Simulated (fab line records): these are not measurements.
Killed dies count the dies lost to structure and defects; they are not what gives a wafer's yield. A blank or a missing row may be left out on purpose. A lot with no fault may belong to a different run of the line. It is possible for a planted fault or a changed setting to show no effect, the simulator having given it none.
Which of the tools did it? -- flow gf180mcu -- Sampling: 12 lots, 36 wafers, 2 of 602 route steps

== WHAT EACH GAUGE READ, for each wafer ==
GF_M4_THK_MEAS_06: measures by xrf.
lot,measured,on,M4_ALCU_THK (nm)
L075,day 23 08:41,filmMetro-01,459 451 454
L077,day 23 23:53,filmMetro-03,456 458 458
L079,day 24 19:38,filmMetro-01,453 453 454
L081,day 25 18:14,filmMetro-01,461 460 457
L083,day 26 01:55,filmMetro-01,461 460 462
L085,day 26 14:27,filmMetro-03,461 456 454
L087,day 27 11:26,filmMetro-01,454 454 454
L089,day 27 22:29,filmMetro-03,466 459 460
L091,day 28 11:19,filmMetro-01,444 450 447
L093,day 29 01:29,filmMetro-02,454 456 452
L095,day 29 17:36,filmMetro-03,451 447 455
L097,day 30 01:04,filmMetro-03,448 454 453

== WHICH TOOL RAN EACH LOT (tool, then ch and the chambers of the sampled wafers, then the start) ==
lot,GF_V3_CMP_26
L075,"cmp-02 ch 0,3, day 23 08:02"
L077,"cmp-01 ch 1,3, day 23 23:14"
L079,"cmp-02 ch 1,3, day 24 18:58"
L081,"cmp-01 ch 0,1,3, day 25 17:35"
L083,"cmp-02 ch 0,1,3, day 26 01:20"
L085,"cmp-02 ch 2,3, day 26 13:47"
L087,"cmp-02 ch 0,1,2, day 27 10:47"
L089,"cmp-01 ch 0,1,3, day 27 21:51"
L091,"cmp-01 ch 0,2,3, day 28 10:40"
L093,"cmp-02 ch 0,3, day 29 00:50"
L095,"cmp-02 ch 0,1, day 29 16:57"
L097,"cmp-02 ch 1,2,3, day 30 00:28"
- GF_V3_CMP_26: polishes, stops on SiO2, t overpolish 15 s, target thk 0 nm.

== THE ANSWER, worked out from the rows above alone ==
Rule: usual is defined by the lots themselves. The widest of any qualifying gaps counts: lots, ordered by their means at a reading, are off when they make up no more than a third of the lots, leave a main group of 4 or more, and stand apart from it by 3 or more times the standard deviation of that group's means. A main group is skipped when, at the precision printed for the reading in the tables above, its means are all equal. A lot without any number at a reading at which 4 lots or more have one is off too. The other lots that the step has rows for count as sound.
No lot is off on any of the readings shown, so nothing can be concluded from this.

== WHAT WAS PUT IN BY THE SIMULATOR ==
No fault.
